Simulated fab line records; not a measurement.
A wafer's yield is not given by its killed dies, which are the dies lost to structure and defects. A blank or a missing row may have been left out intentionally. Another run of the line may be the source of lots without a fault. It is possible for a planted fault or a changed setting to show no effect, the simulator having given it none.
fab line records -- flow sky130
record lots=14, wafers=42, lastDay=50
route steps=708 shown LDD_N@246 PAD_OPEN@708
lots with no fault: from the same line, run without faults
startH: hours from the record's opening day to when the first of the lot's shown wafers began -- waitH: how many hours have passed since the lot's step before this one -- " repeats the value in the row above -- L1.1+2: a row that stands for several wafers -- - no value, or no start was given -- * or withheld: withheld -- < > ~ a bound
route shown NAME@n: names a module that has steps shown in the file, with the first one's number in the route -- usual: mean/standard deviation taken from wafers without a fault -- same: alike in all rows -- chamber/n: place in a boat -- sites: per-site readings -- _std_site: their standard deviation -- _edge_site: the outer-site mean with the inner-site mean subtracted -- radiusMm: for every site, how far away it sits from the centre of the wafer -- mask NAME#n: copy n -- behind: tool/chamber where the wafer was last shaped -- hold: why the lot was held/for how many hours/how that ended -- device: the transistor (n, p or np) that didn't switch -- end of line: tests run on the same wafers once the route is complete -- for a step that has no rows: nothing shown but its recipe -- killed: count of dies lost to structure and defects at first sort (not the wafer's yield) -- map: a wafer's dies, x killed, . not, _ none there
set.NAME: setting as actually run; set.NAME@STEP: the setting as run at that earlier step -- model.NAME: the simulator's own value behind a step, which no gauge read
the route's steps for a sample of lots (tables are steps, rows are wafers)
services: the hour from which a tool's chamber was out of use, counted from the record's first day as startH (under 0 if before that day), plus the number of hours and why
## steps
# step SKY_LDD_N_IMPLANT_09
# recipe species=As, energyKev=20, doseCm2=7.5e+13, tiltDeg=withheld, rotationDeg=113
# usual doseIonsCm2=7.501e+13/8.9e+10, faradayCurrentUA=423/8.7
# same implantIonAmu=75
lot.wafer,tool,chamber,startH,waitH,doseIonsCm2,faradayCurrentUA
L365.2,implanter-03,0,409.28,0.1,7.503e+13,431
L365.5,implanter-03,0,409.28,0.1,7.5e+13,426
L365.6,implanter-03,0,409.28,0.1,7.501e+13,425
L367.3,implanter-03,0,418.88,0.1,7.499e+13,426
L367.4,implanter-03,0,418.88,0.1,7.501e+13,418
L367.5,implanter-03,0,418.88,0.1,7.498e+13,423
L366.1,implanter-03,0,421.85,0.1,7.5e+13,415
L366.2,implanter-03,0,421.85,0.1,7.51e+13,434
L366.5,implanter-03,0,421.85,0.1,7.511e+13,435
L368.1,implanter-03,0,438.63,0.1,7.499e+13,429
L368.5,implanter-03,0,438.63,0.1,7.498e+13,424
L368.6,implanter-03,0,438.63,0.1,7.507e+13,417
L372.1,implanter-04,0,476.40,0.1,7.51e+13,431
L372.4,implanter-04,0,476.40,0.1,7.511e+13,431
L372.5,implanter-04,0,476.40,0.1,7.496e+13,414
L374.1,implanter-03,0,482.09,0.1,9.363e+13,527
L374.2,implanter-03,0,482.09,0.1,9.365e+13,519
L374.3,implanter-03,0,482.09,0.1,9.371e+13,502
L375.1,implanter-03,0,498.55,0.1,9.372e+13,546
L375.2,implanter-03,0,498.55,0.1,9.364e+13,538
L375.6,implanter-03,0,498.55,0.1,9.377e+13,541
L378.3,implanter-04,0,521.05,0.1,7.499e+13,427
L378.4,implanter-04,0,521.05,0.1,7.496e+13,423
L378.6,implanter-04,0,521.05,0.1,7.495e+13,421
L379.2,implanter-04,0,538.18,0.1,7.5e+13,410
L379.3,implanter-04,0,538.18,0.1,7.503e+13,405
L379.4,implanter-04,0,538.18,0.1,7.512e+13,410
L382.2,implanter-01,0,559.37,0.1,7.509e+13,433
L382.5,implanter-01,0,559.37,0.1,7.506e+13,441
L382.6,implanter-01,0,559.37,0.1,7.5e+13,428
L384.1,implanter-04,0,566.13,0.1,7.506e+13,395
L384.3,implanter-04,0,566.13,0.1,7.498e+13,433
L384.6,implanter-04,0,566.13,0.1,7.493e+13,407
L386.1,implanter-01,0,592.99,0.1,7.507e+13,417
L386.3,implanter-01,0,592.99,0.1,7.504e+13,430
L386.6,implanter-01,0,592.99,0.1,7.501e+13,419
L387.3,implanter-03,0,596.58,0.1,7.508e+13,423
L387.5,implanter-03,0,596.58,0.1,7.511e+13,415
L387.6,implanter-03,0,596.58,0.1,7.504e+13,412
L388.1,implanter-04,0,606.40,0.1,7.503e+13,428
L388.4,implanter-04,0,606.40,0.1,7.485e+13,416
L388.6,implanter-04,0,606.40,0.1,7.495e+13,425
# step SKY_LDD_N_STRIP_16
# recipe chemistry=O2/N2, powerW=1400, pressureMtorr=1500, platenTempC=withheld, o2FlowSccm=3000, n2FlowSccm=300, overashFraction=0.5
# usual drypumpMotorCurrentA=5.6/0.5, o2FlowSccm=3001/9.1, oesProductAu=0.406/0.0047, stripTimeToEndpointS=4.310/0.016
lot.wafer,tool,chamber,startH,waitH,drypumpMotorCurrentA,o2FlowSccm,oesProductAu,rfHoursCounterH,stripTimeToEndpointS
L365.2,plasmaAsher-03,0,410.30,0.1,5.2,3000,0.403,29,4.292
L365.5,plasmaAsher-03,0,410.30,0.1,5.2,3020,0.409,-,4.289
L365.6,plasmaAsher-03,1,410.30,0.1,5.4,3018,0.409,-,4.270
L367.3,plasmaAsher-03,1,419.91,0.1,5.4,2992,0.404,-,4.311
L367.4,plasmaAsher-03,0,419.91,0.1,5.2,2998,0.406,-,4.320
L367.5,plasmaAsher-03,1,419.91,0.1,5.4,3003,0.406,-,4.312
L366.1,plasmaAsher-01,1,422.90,0.1,5.3,2998,0.408,62,4.285
L366.2,plasmaAsher-01,0,422.90,0.1,6.6,3015,0.409,62,4.281
L366.5,plasmaAsher-01,0,422.90,0.1,6.5,3003,0.410,-,4.298
L368.1,plasmaAsher-03,0,439.68,0.1,5.2,2989,0.415,33,4.316
L368.5,plasmaAsher-03,1,439.68,0.1,5.4,2992,0.413,-,4.302
L368.6,plasmaAsher-03,0,439.68,0.1,5.2,2993,0.402,-,4.308
L372.1,plasmaAsher-01,0,477.45,0.1,6.6,3005,0.411,69,4.321
L372.4,plasmaAsher-01,0,477.45,0.1,6.6,2990,0.411,-,4.313
L372.5,plasmaAsher-01,1,477.45,0.1,5.3,2977,0.406,-,4.322
L374.1,plasmaAsher-04,1,483.14,0.1,5.6,3007,0.403,4,4.372
L374.2,plasmaAsher-04,0,483.14,0.1,5.4,3003,0.406,4,4.358
L374.3,plasmaAsher-04,0,483.14,0.1,5.4,3004,0.410,-,4.358
L375.1,plasmaAsher-04,1,499.60,0.1,5.7,3000,0.397,6,4.352
L375.2,plasmaAsher-04,0,499.60,0.1,5.4,3015,0.404,6,4.364
L375.6,plasmaAsher-04,1,499.60,0.1,5.7,2998,0.401,-,4.378
L378.3,plasmaAsher-01,1,522.08,0.1,5.3,3003,0.407,-,4.333
L378.4,plasmaAsher-01,0,522.08,0.1,6.6,3000,0.413,-,4.310
L378.6,plasmaAsher-01,0,522.08,0.1,6.6,2995,0.402,-,4.320
L379.2,plasmaAsher-04,1,539.20,0.1,5.7,2997,0.408,9,4.324
L379.3,plasmaAsher-04,1,539.20,0.1,5.7,3004,0.402,-,4.289
L379.4,plasmaAsher-04,0,539.20,0.1,5.4,2990,0.406,-,4.315
L382.2,plasmaAsher-01,0,560.39,0.1,6.6,3009,0.404,77,4.302
L382.5,plasmaAsher-01,0,560.39,0.1,6.6,2994,0.403,-,4.314
L382.6,plasmaAsher-01,1,560.39,0.1,5.3,3006,0.401,-,4.319
L384.1,plasmaAsher-01,1,567.18,0.1,5.3,3005,0.396,78,4.287
L384.3,plasmaAsher-01,0,567.18,0.1,6.6,2997,0.408,-,4.298
L384.6,plasmaAsher-01,1,567.18,0.1,5.3,3002,0.412,-,4.320
L386.1,plasmaAsher-03,0,594.04,0.1,5.2,2999,0.409,49,4.337
L386.3,plasmaAsher-03,0,594.04,0.1,5.2,2991,0.405,-,4.314
L386.6,plasmaAsher-03,1,594.04,0.1,5.4,2993,0.416,-,4.330
L387.3,plasmaAsher-04,1,597.61,0.1,5.7,3011,0.403,-,4.307
L387.5,plasmaAsher-04,1,597.61,0.1,5.7,2989,0.405,-,4.289
L387.6,plasmaAsher-04,0,597.61,0.1,5.4,2997,0.403,-,4.317
L388.1,plasmaAsher-03,0,607.45,0.1,5.2,3004,0.409,51,4.308
L388.4,plasmaAsher-03,1,607.45,0.1,5.4,2998,0.407,-,4.319
L388.6,plasmaAsher-03,0,607.45,0.1,5.2,3011,0.407,-,4.331
# step SKY_PAD_OPEN_PROBE_99
# usual killed_at_M0_to_M3=44/7.9, killed_at_M4_up=3.1/1.9, killedAtContacts=24/4.6, killedAtFrontEnd=16/4.9, killedAtOther=0.3/0.6, killedDies=87/9.7, killedOpen=48/7.2, killedShort=39/5.6
# same grossDies=492, killedAtBackSide=0
lot.wafer,tool,chamber,startH,waitH,killed_at_M0_to_M3,killed_at_M4_up,killedAtContacts,killedAtFrontEnd,killedAtOther,killedDies,killedOpen,killedShort
L382.2,prober-02,-,1190.78,0.1,38,3,20,7,1,69,35,33
L382.5,prober-02,-,1190.93,0.2,55,0,16,11,0,82,44,38
L382.6,prober-02,-,1190.98,0.2,54,4,16,9,1,84,41,43
# killed by level:class
L382.2 VIA1:geometricParticle:open=11 LI_CONTACT:geometricParticle:open=7 VIA2:geometricParticle:open=7 CONTACT:geometricParticle:open=6 METAL1:geometricParticle:short=4 METAL2:geometricParticle:short=4 VIA3:geometricParticle:short=4 FIELD_ISO:geometricParticle:short=3
L382.5 METAL1:geometricParticle:short=8 VIA1:geometricParticle:open=8 VIA1:geometricParticle:short=7 VIA2:geometricParticle:open=7 METAL3:geometricParticle:short=6 CONTACT:geometricParticle:open=6 LI_CONTACT:geometricParticle:open=5 METAL1:geometricParticle:open=5
L382.6 VIA1:geometricParticle:open=14 METAL1:geometricParticle:short=9 METAL2:geometricParticle:short=6 CONTACT:geometricParticle:open=5 VIA2:geometricParticle:open=5 METAL4:geometricParticle:short=4 LI_CONTACT:geometricParticle:open=4 METAL3:geometricParticle:short=4
## services
tool,chamber,startH,hours,kind
plasmaAsher-04,-,413.80,0.9,repair
plasmaAsher-04,-,421.25,9.0,pm
plasmaAsher-04,0,421.25,9.0,ventCycle
plasmaAsher-04,1,421.25,9.0,ventCycle
plasmaAsher-04,-,430.25,10.0,pm
plasmaAsher-04,0,430.25,-,clean
plasmaAsher-04,1,430.25,-,clean
implanter-04,-,434.80,4.1,pm
plasmaAsher-04,-,437.79,3.2,repair
implanter-04,-,458.44,0.7,repair
implanter-01,-,465.65,3.5,repair
implanter-04,-,497.34,2.0,repair
plasmaAsher-04,-,502.54,2.8,repair
implanter-03,-,529.42,2.9,pm
implanter-03,-,535.05,3.4,repair
plasmaAsher-04,-,559.68,28.0,repair
implanter-03,-,565.19,2.7,repair
## key
firstSign step=SKY_LDD_N_IMPLANT_09, reading=doseIonsCm2, direction=up, sigmas=99+, usual=*, struck=*
effect step=SKY_LDD_N_IMPLANT_09, reading=faradayCurrentUA, direction=up, sigmas=12, usual=423, struck=529
effect step=SKY_LDD_N_STRIP_16, reading=stripTimeToEndpointS, direction=up, sigmas=3.3, usual=*, struck=*
metAt SKY_LDD_N_IMPLANT_09
struckLots L374,L375
testerLeftOut L374,L375
onsetBetween 438.63 482.09
fault kind=processParameterDrift, tool=implanter-03, chamber=-, onsetH=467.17, steps=SKY_LDD_N_IMPLANT_09, channel=doseCm2, offset=*, shape=step, endH=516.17, actsIn=*, stated=*
# testerLeftOut: of these lots the tester's yield and bins aren't shown, on N5 and GAA mostly nor the transistor test; their killed dies are dies lost to structure and defects alone, not to doping, threshold or leakage, so they don't give the yield
